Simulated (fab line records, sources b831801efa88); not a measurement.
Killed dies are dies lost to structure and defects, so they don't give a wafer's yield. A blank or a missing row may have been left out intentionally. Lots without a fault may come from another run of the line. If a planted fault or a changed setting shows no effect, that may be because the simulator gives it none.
Comparing a struck lot with a sound one :: flow sky130 :: 20 steps out of a route of 708
Sound: wafers L632.1, L632.3, L632.4. Struck: wafer L640.2 (L640.5, L640.6, from the same lot, were not struck and are left out); the cause is given at the end.
Each step with rows lists, per side, the tool, then ch with its chambers, then its first start. Under that, the readings that differ: sound wafers :: struck wafers :: difference of the means :: sigmas: that difference in standard deviations of wafers without a fault.
alike: words and numbers the same on both sides, and readings whose means are apart by under 2 such deviations; not compared: readings that were withheld, readings missing a value for some wafer, numbers with overlapping values and no deviation given by the record, and bounds like >300 which may hide the same value.
The two part at a step that has a row with sigmas, a row that says differs or no value, or rows on one side only. Numbers that have no deviation but don't overlap get no sigmas and don't part them. A reading missing from all wafers of one side parts the sides only when that side holds two or more wafers.

first, 1 step without rows for these wafers: SKY_SONOS_ONO_WET_ETCH_16 (etches SiO2 in dHF, target depth 14 nm, time 280 s).
SKY_SONOS_ONO_STRIP_17: strips in O2/N2.
  sound on plasma-asher-03 ch 0,1, day 12 23:55; struck on plasma-asher-03 ch 0, day 15 23:13
  alike: drypump-motor-current-A, n2-flow-sccm, o2-flow-sccm, oes-product-au, strip-time-to-endpoint-s
  not compared: rf-hours-counter-h
then, 3 steps without rows for these wafers: SKY_SONOS_ONO_WET_ETCH_18 (etches Si3N4 in H3PO4, target depth 15 nm, time 172 s); SKY_GATE_OXIDE_CLEAN_00 (cleans in SC1/SC2, time 150 s); SKY_GATE_OXIDE_OXIDATION_01 (stabilise 600 s, purge 300 s, target thk 10.268 nm).
SKY_GATE_OXIDE_THK_MEAS_02:
  struck on film-metro-03, day 16 02:07; sound on film-metro-01, day 13 01:32
  alike: GATE_OXIDE_OXIDATION_00_THK
then, 6 steps without rows for these wafers: SKY_GATE_OXIDE_DEHYDRATE_03 (time 60 s); SKY_GATE_OXIDE_HMDS_04 (prime time 60 s); SKY_GATE_OXIDE_COAT_05 (resist thk 1140 nm); SKY_GATE_OXIDE_SOFTBAKE_06 (time 60 s); SKY_GATE_OXIDE_EXPOSE_07 (exposes mask LVOM, target cd 600 nm); SKY_GATE_OXIDE_PEB_08.
SKY_GATE_OXIDE_DEVELOP_09: develop time 60 s.
  sound on litho-track-03 ch 0, day 14 02:54; struck on litho-track-03 ch 0, day 17 06:40
SKY_GATE_OXIDE_OVL_MEAS_10:
  struck on overlay-02, day 17 06:48; sound on overlay-02, day 14 03:03
  not compared: GATE_OXIDE_OVL
then, 2 steps without rows for these wafers: SKY_GATE_OXIDE_IMPLANT_11; SKY_GATE_OXIDE_WET_ETCH_12 (etches SiO2 in dHF, target depth 16.8 nm, time 336 s).
SKY_GATE_OXIDE_STRIP_13: strips in O2/N2.
  sound on plasma-asher-04 ch 0,1, day 14 03:20; struck on plasma-asher-04 ch 0, day 17 07:05
reading: oes-product-au (a.u.)
sound: 0.713 0.714 0.718
struck: 0.728
difference: +0.013
sigmas: +3

reading: strip-time-to-endpoint-s (s)
sound: 14.10 14.08 14.07
struck: 14.23
difference: +0.15
sigmas: +3
  alike: drypump-motor-current-A, n2-flow-sccm, o2-flow-sccm
  not compared: rf-hours-counter-h
SKY_GATE_OXIDE_TW_MEAS_14:
  struck on film-metro-04, day 17 07:11; sound on film-metro-03, day 14 03:26
reading: GATE_OXIDE_TW
sound: 220.1 219.5 220.6
struck: 29.7
difference: -190.4
sigmas: -83
then, 1 step without rows for these wafers: SKY_GATE_OXIDE_CLEAN_15 (cleans in SC1/SC2, time 150 s).
-- record jumps: 31 days separate the struck wafers' starts on either side; left off in module GATE_OXIDE, taken up again in module PAD_OPEN, whose first shown step is the route's number 708 --
SKY_PAD_OPEN_PROBE_99:
  record: rows for the struck wafers here (prober-02, day 48 12:39), none for the sound ones

## WHERE THEY PART
Earliest at SKY_GATE_OXIDE_STRIP_13; latest, in this record, at SKY_PAD_OPEN_PROBE_99.

WHY: the cause the simulator had injected
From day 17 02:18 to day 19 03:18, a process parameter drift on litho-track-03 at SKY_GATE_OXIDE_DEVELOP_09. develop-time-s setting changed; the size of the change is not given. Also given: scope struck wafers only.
